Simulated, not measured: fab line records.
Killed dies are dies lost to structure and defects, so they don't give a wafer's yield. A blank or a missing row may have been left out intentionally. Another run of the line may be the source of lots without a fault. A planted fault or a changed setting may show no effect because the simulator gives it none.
Matching of chambers + flow gf180mcu + GF_V2_CVD_02 on pecvd-02 has 3 sister chambers
The step deposits SiO2 from TEOS, target thk 850 nm, time 94.851 s. 6 wafers are shown with their chamber, then 12 later ones without.

## EACH WAFER AND ITS CHAMBER
| wafer  | chamber | heater-power-outer-w (W) | heater-power-w (W) |
|--------|---------|--------------------------|--------------------|
| L086.4 | 2       | 528                      | 888                |
| L087.2 | 0       | 322                      | 642                |
| L087.4 | 1       | 471                      | 775                |
| L090.2 | 2       | 420                      | 717                |
| L090.5 | 1       | 493                      | 824                |
| L090.6 | 0       | 353                      | 666                |

## WAFERS WITHOUT THEIR CHAMBER
| wafer  | heater-power-outer-w (W) | heater-power-w (W) |
|--------|--------------------------|--------------------|
| L091.1 | 460                      | 770                |
| L091.4 | 509                      | 846                |
| L091.5 | 394                      | 678                |
| L092.3 | 494                      | 809                |
| L092.5 | 511                      | 867                |
| L092.6 | 341                      | 670                |
| L095.1 | 355                      | 709                |
| L095.2 | 446                      | 739                |
| L095.3 | 486                      | 822                |
| L097.1 | 562                      | 896                |
| L097.4 | 256                      | 550                |
| L097.6 | 438                      | 738                |

## CHAMBER TAKEN BY EACH
| wafer  | from the rows above          | in truth |
|--------|------------------------------|----------|
| L091.1 | can't be placed: 2 or 1      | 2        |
| L091.4 | can't be placed: 1 or 2      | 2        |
| L091.5 | can't be placed: 0 or 2 or 1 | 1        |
| L092.3 | can't be placed: 1 or 2      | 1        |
| L092.5 | can't be placed: 1 or 2      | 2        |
| L092.6 | 0                            | 0        |
| L095.1 | 0                            | 0        |
| L095.2 | can't be placed: 2 or 1 or 0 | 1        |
| L095.3 | can't be placed: 1 or 2      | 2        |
| L097.1 | can't be placed: 1 or 2      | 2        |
| L097.4 | 0                            | 0        |
| L097.6 | can't be placed: 2 or 1 or 0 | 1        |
3 of 12 placed correctly. These rows do not allow placing 9 (true chamber among the candidates in 9). Placed wrongly: 0.
How it was worked out, from the rows above alone: a wafer's distance from a chamber is the root of the sum, over the readings, of the square of ((its reading less the chamber's mean) divided by the reading's scatter). The wafer belongs to the nearest chamber; if the next one is less than 2 further off, it can't be placed. Each chamber's mean is taken over the wafers shown for it. The scatter is the square root of a quotient: the sum, over the shown wafers, of each reading's squared deviation from its chamber's mean, divided by wafers minus chambers.
